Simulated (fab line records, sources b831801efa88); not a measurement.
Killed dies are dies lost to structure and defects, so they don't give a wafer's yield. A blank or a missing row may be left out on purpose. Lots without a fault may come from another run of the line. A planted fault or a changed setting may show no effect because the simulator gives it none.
Which tool did it? | flow sky130 | 13 lots, 39 wafers sampled, at 3 steps of a route of 708

WHAT THE GAUGES READ, wafer by wafer
SKY_METAL2_RS_MEAS_05: measures by four-point-probe. Usual: METAL2_ALCU_RS 0.1263 ohm/sq, standard deviation 0.0013.
lot  | measured     | on            | METAL2_ALCU_RS (ohm/sq) | flag
L656 | day 33 07:50 | film_metro-03 | 0.1272 0.1262 0.1267    |
L658 | day 34 06:32 | film_metro-01 | 0.1269 0.1262 0.1270    |
L659 | day 34 16:20 | film_metro-01 | 0.1244 0.1255 0.1250    |
L660 | day 35 23:31 | film_metro-02 | 0.1262 0.1245 0.1255    |
L661 | day 36 05:53 | film_metro-02 | 0.1298 0.1287 0.1297    |
L662 | day 36 07:51 | film_metro-02 | 0.1255 0.1265 0.1259    |
L663 | day 36 08:59 | film_metro-03 | 0.1256 0.1271 0.1270    |
L668 | day 37 13:50 | film_metro-03 | 0.1260 0.1268 0.1267    |
L670 | day 38 05:39 | film_metro-02 | 0.1259 0.1256 0.1254    |
L672 | day 39 10:44 | film_metro-03 | 0.1247 0.1260 0.1268    |
L673 | day 39 15:16 | film_metro-02 | 0.1251 0.1242 0.1240    |
L675 | day 39 21:43 | film_metro-01 | 0.1267 0.1269 0.1250    |
L679 | day 41 01:47 | film_metro-02 | 0.1259 0.1256 0.1260    |

WHICH TOOL RAN EACH LOT (tool, then ch and the chambers of the sampled wafers, then the start)
lot  | SKY_VIA1_CVD_21               | SKY_METAL2_SPUTTER_03
L656 | cvd_w-02 ch 0,1, day 33 07:07 | pvd_sputter-03, day 33 07:46
L658 | cvd_w-01 ch 0,1, day 34 05:49 | pvd_sputter-03, day 34 06:28
L659 | cvd_w-02 ch 1, day 34 15:32   | pvd_sputter-04, day 34 16:15
L660 | cvd_w-01 ch 0,1, day 35 22:47 | pvd_sputter-02, day 35 23:26
L661 | cvd_w-02 ch 0,1, day 36 05:11 | pvd_sputter-03, day 36 05:50
L662 | cvd_w-02 ch 0,1, day 36 07:08 | pvd_sputter-03, day 36 07:47
L663 | cvd_w-01 ch 1, day 36 08:16   | pvd_sputter-02, day 36 08:55
L668 | cvd_w-01 ch 0, day 37 13:07   | pvd_sputter-04, day 37 13:46
L670 | cvd_w-02 ch 0,1, day 38 04:55 | pvd_sputter-04, day 38 05:35
L672 | cvd_w-02 ch 0,1, day 39 10:02 | pvd_sputter-02, day 39 10:41
L673 | cvd_w-02 ch 0,1, day 39 14:34 | pvd_sputter-04, day 39 15:12
L675 | cvd_w-01 ch 0,1, day 39 20:59 | pvd_sputter-03, day 39 21:36
L679 | cvd_w-01 ch 0,1, day 41 01:04 | pvd_sputter-04, day 41 01:43
- SKY_VIA1_CVD_21: deposits W, target thk 270 nm, time 80.902 s.
- SKY_METAL2_SPUTTER_03: material Ti, target thk 5 nm, time 3.3 s.

WHAT THE TOOLS THEMSELVES READ (means of the sampled wafers that have a number; where no wafer has one, the mark that the record gives instead)
SKY_VIA1_CVD_21. Usual: heater_power_w 877 W, standard deviation 90.
lot  | tool     | heater_power_w (W) | flag
L656 | cvd_w-02 | 952                |
L658 | cvd_w-01 | 798                |
L659 | cvd_w-02 | 1006               |
L660 | cvd_w-01 | 788                |
L661 | cvd_w-02 | 957                |
L662 | cvd_w-02 | 979                |
L663 | cvd_w-01 | 830                |
L668 | cvd_w-01 | 756                |
L670 | cvd_w-02 | 965                |
L672 | cvd_w-02 | 934                |
L673 | cvd_w-02 | 918                |
L675 | cvd_w-01 | 780                |
L679 | cvd_w-01 | 812                |

SKY_METAL2_SPUTTER_03. Usual: throttle_valve_pct 29.9 %, standard deviation 1.
lot  | tool           | throttle_valve_pct (%) | flag
L656 | pvd_sputter-03 | 28.4                   |
L658 | pvd_sputter-03 | 29.4                   |
L659 | pvd_sputter-04 | 29.7                   |
L660 | pvd_sputter-02 | 31.5                   |
L661 | pvd_sputter-03 | 28.7                   |
L662 | pvd_sputter-03 | 29.4                   |
L663 | pvd_sputter-02 | 31.0                   |
L668 | pvd_sputter-04 | 30.1                   |
L670 | pvd_sputter-04 | 29.4                   |
L672 | pvd_sputter-02 | 30.0                   |
L673 | pvd_sputter-04 | 29.9                   |
L675 | pvd_sputter-03 | 29.0                   |
L679 | pvd_sputter-04 | 29.7                   |

THE ANSWER, worked out from the rows above alone
Rule: a lot is off if the mean of its wafers that have a number lies more than 3 standard deviations from the usual mean. A lot without any number at a reading at which 4 lots or more have one is off too. The other lots that the step has rows for count as sound. The gauges are gone through in route order, then the tools' own readings, and for those a lot's mean is taken as printed above. The first step at which some lot is off is used, and at that step the reading that is off furthest; a lot without a number counts as furthest.
No lot is off at any reading shown: from this, nothing can be told.

WHAT THE SIMULATOR HAD PUT IN
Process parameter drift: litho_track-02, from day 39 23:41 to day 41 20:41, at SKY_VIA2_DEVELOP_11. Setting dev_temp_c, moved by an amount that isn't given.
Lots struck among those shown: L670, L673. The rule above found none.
